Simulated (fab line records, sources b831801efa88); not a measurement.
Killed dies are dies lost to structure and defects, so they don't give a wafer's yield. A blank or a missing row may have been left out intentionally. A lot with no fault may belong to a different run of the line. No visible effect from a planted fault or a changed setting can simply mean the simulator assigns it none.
One fault seen from 2 desks | flow sky130 | only its own numbers are on each desk; what lay behind them is given at the end

## METROLOGY DESK
What the gauges read, lot by lot, whatever tool the lot ran on: means of the sampled wafers that have a number. A lot is out of limits, marked OUT, if its mean lies more than 4 standard deviations from the usual mean; the brackets give that distance.
Columns: A = METAL2_OVL at SKY_METAL2_OVL_MEAS_16, usual -1 nm; B = VIA2_BOW at SKY_VIA2_BOW_MEAS_03, usual 85 um
lot  | first seen here | A  | B
L826 | day 37 06:32    | -9 | 86
L829 | day 37 15:30    | -3 | 78
L831 | day 38 02:38    | 6  | 90
L832 | day 38 12:02    | -3 | 83
L833 | day 39 01:44    | -8 | 91
L835 | day 39 13:02    | -3 | 92
L836 | day 39 18:28    | -3 | 87
L837 | day 40 03:49    | -7 | 81
L841 | day 41 09:32    | 3  | 85
L843 | day 41 22:16    | -4 | 85
L844 | day 41 23:57    | 9  | 85
This desk found nothing out of limits on any of the 11 lots.

## TOOL OWNER'S DESK, pvdSputter-02
The tool's own readings at SKY_METAL3_SPUTTER_02 (material AlCu, target thk 735 nm, time 39.1 s): means of the sampled wafers that have a number, for each lot that ran on this tool. A lot is out of limits, marked OUT, if its mean lies more than 4 standard deviations from the usual mean; the brackets give that distance.
Columns: A = cathodeDcPowerW at SKY_METAL3_SPUTTER_02, usual 10600 W; B = throttleValvePct at SKY_METAL3_SPUTTER_02, usual 30.2 %
lot  | first seen here | A                      | B
L826 | day 38 12:14    | 10603                  | 29.6
L831 | day 39 07:36    | 10599                  | 30.0
L832 | day 39 16:08    | 10599                  | 29.3
L833 | day 40 05:53    | 10601                  | 30.4
L836 | day 40 22:45    | 10599                  | 29.2
L841 | day 42 12:49    | 8221 (-99 or more) OUT | 29.7
L843 | day 43 01:41    | 8222 (-99 or more) OUT | 30.1
This desk finds L841, L843 out of limits, L841 being first, at day 42 12:49 (cathodeDcPowerW at SKY_METAL3_SPUTTER_02). L826, L831, L832, L833, L836 stayed within limits.

## BROUGHT TOGETHER
On L841, L843, at day 42 12:49, an alarm was possible from the tool owner's desk.
The metrology desk saw nothing out of limits.
The metrology desk has L841, L843 on record, within its limits.
All the named lots went through SKY_METAL3_SPUTTER_02 on pvdSputter-02.

## WHAT HAD BEEN PUT IN BY THE SIMULATOR
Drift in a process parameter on pvdSputter-02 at SKY_METAL3_SPUTTER_02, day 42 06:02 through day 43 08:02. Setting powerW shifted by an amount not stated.
Shown lots that were struck: L841, L843.
How many hours passed from the start of the fault until each desk's first out-of-limits reading: the tool owner's desk, 7.
